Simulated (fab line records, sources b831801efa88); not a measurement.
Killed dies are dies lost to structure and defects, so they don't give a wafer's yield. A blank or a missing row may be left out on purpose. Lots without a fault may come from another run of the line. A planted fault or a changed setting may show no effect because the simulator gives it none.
A struck lot beside a sound one | flow gf180mcu | 22 steps out of a route of 602
Sound: wafers L160.2, L160.4, L160.5. Struck: wafers L166.2, L166.3, L166.4. The cause comes at the end.
At each step with rows: each side's tool, then ch and its chambers, then its first start. Under that, the readings that differ: sound wafers | struck wafers | difference of the means | sigmas: that difference in standard deviations of wafers without a fault.
alike: readings whose means differ by less than 2 such deviations, and words and numbers that are the same on both sides. not compared: withheld readings, readings that some wafer has no value for, bounds like >300 that may hide the same value, and numbers for which the record gives no deviation and whose values overlap.
The two part at a step that has a row with sigmas, a row that says differs or no value, or rows on one side only. Numbers that don't overlap but have no deviation are shown without sigmas and don't part them. A reading that every wafer of one side lacks parts them only if that side has two wafers or more.

first, 3 steps without rows for these wafers: GF_M5_STRIP_12 (strips in post etch residue remover, time 1200 s); GF_M5_CLEAN_13 (cleans in DIW); GF_V5_CVD_00 (deposits SiO2, target thk 300 nm, time 50 s).
GF_V5_THK_MEAS_01:
  sound on film_metro-04, day 27 16:08; struck on film_metro-02, day 29 15:19
  alike: V5_CVD_00_THK
GF_V5_CVD_02: deposits SiO2 from TEOS, target thk 1450 nm, time 163.28 s.
  sound on pecvd-02 ch 0,2, day 27 16:11; struck on pecvd-03 ch 0,2, day 29 15:22
  alike: heater_power_w, rf_fwd_power_W
GF_V5_THK_MEAS_03:
  sound on film_metro-02, day 27 16:18; struck on film_metro-01, day 29 15:29
  alike: V5_CVD_02_THK
GF_V5_CMP_04: polishes SiO2.
  sound on cmp-02 ch 0,1,3, day 27 16:27; struck on cmp-01 ch 0,1,3, day 29 15:43
  alike: motor_current_A
GF_V5_BOW_MEAS_05:
  sound on film_metro-02, day 27 16:40; struck on film_metro-04, day 29 15:59
  alike: V5_BOW
then, 4 steps without rows for these wafers: GF_V5_DEHYDRATE_06 (time 60 s); GF_V5_HMDS_07 (prime time 60 s); GF_V5_COAT_08; GF_V5_COAT_09 (resist thk 1000 nm).
GF_V5_SOFTBAKE_10: time 60 s.
  sound on litho_track-04 ch 0, day 28 02:00; struck on litho_track-04 ch 0, day 30 01:00
  reading                             | sound                | struck               | difference | sigmas
  heater_power_total_W (W)            | 93.03 93.07 93.08    | 101.95 102.01 102.04 | +8.94      | +99 or more
  plate_temp_C (C)                    | 129.97 130.05 129.93 | 139.56 139.48 139.58 | +9.56      | +74
  model.KrF_of_V5_COAT_09.thk_nm (nm) | 999.5 1002 998.7     | 988.5 989.3 990.3    | -10.7      |
then, 2 steps without rows for these wafers: GF_V5_EXPOSE_11 (exposes mask Via5, target cd 260 nm); GF_V5_PEB_12 (peb time 90 s).
GF_V5_DEVELOP_13: develop time 60 s.
  sound on litho_track-04 ch 0, day 28 12:14; struck on litho_track-01 ch 0, day 30 10:20
  reading                             | sound             | struck            | difference | sigmas
  model.KrF_of_V5_COAT_09.thk_nm (nm) | 984.5 987.5 983.8 | 973.7 974.5 975.6 | -10.7      |
GF_V5_CD_MEAS_14: target cd 260 nm.
  sound on cd_sem-01, day 28 12:23; struck on cd_sem-02, day 30 10:29
  reading    | sound             | struck            | difference | sigmas
  cd_nm (nm) | 259.4 259.1 259.7 | 292.8 293.2 293.0 | +33.6      | +31
GF_V5_OVL_MEAS_15:
  sound on overlay-02, day 28 12:29; struck on overlay-01, day 30 10:35
  alike: V5_OVL
GF_V5_ETCH_16: etches BARC in N2/H2.
  sound on rie_diel-04 ch 0,3, day 28 12:31; struck on rie_diel-03 ch 2,3, day 30 10:37
  reading                     | sound           | struck          | difference | sigmas
  drypump_motor_current_A (A) | 5.2 5.2 5.2     | 6.4 5.7 6.4     | +1.0       | +2
  model.V5.cd_nm (nm)         | 260.7 258.7 260 | 292.6 293 292.5 | +32.9      |
  alike: oes_product_au, rf_fwd_power_W, throttle_valve_pct
GF_V5_ETCH_17: etches SiO2 in C4F8/O2/Ar, stops on TiN, target depth 855 nm.
  sound on rie_diel-04 ch 0,3; struck on rie_diel-03 ch 2,3
  reading             | sound             | struck            | difference | sigmas
  model.V5.cd_nm (nm) | 260.7 258.2 259.8 | 292.8 293.8 293.1 | +33.7      |
  alike: oes_product_au, rf_fwd_power_W
GF_V5_STRIP_18: strips in O2/N2.
  sound on plasma_asher-04 ch 0, day 28 12:40; struck on plasma_asher-03 ch 0,1, day 30 10:46
  alike: drypump_motor_current_A, heater_power_w, oes_product_au
  not compared: rf_hours_counter_h
GF_PASSIVATION_PROBE_99:
  sound on prober-01, day 30 08:33; struck on prober-02, day 32 02:38
  reading                       | sound             | struck            | difference | sigmas
  model.etest.via5_chain.rc_ohm | 7.115 6.711 7.287 | 5.426 5.235 5.518 | -1.645     |

WHERE THEY PART
First at GF_V5_SOFTBAKE_10; last, within this record, at GF_V5_ETCH_16. Later steps at which nothing parts them and some readings are alike: GF_V5_ETCH_17, GF_V5_STRIP_18.

WHY: what the simulator had put in
Process parameter drift: litho_track-04, from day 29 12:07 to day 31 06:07, at GF_V5_SOFTBAKE_10. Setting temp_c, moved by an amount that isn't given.
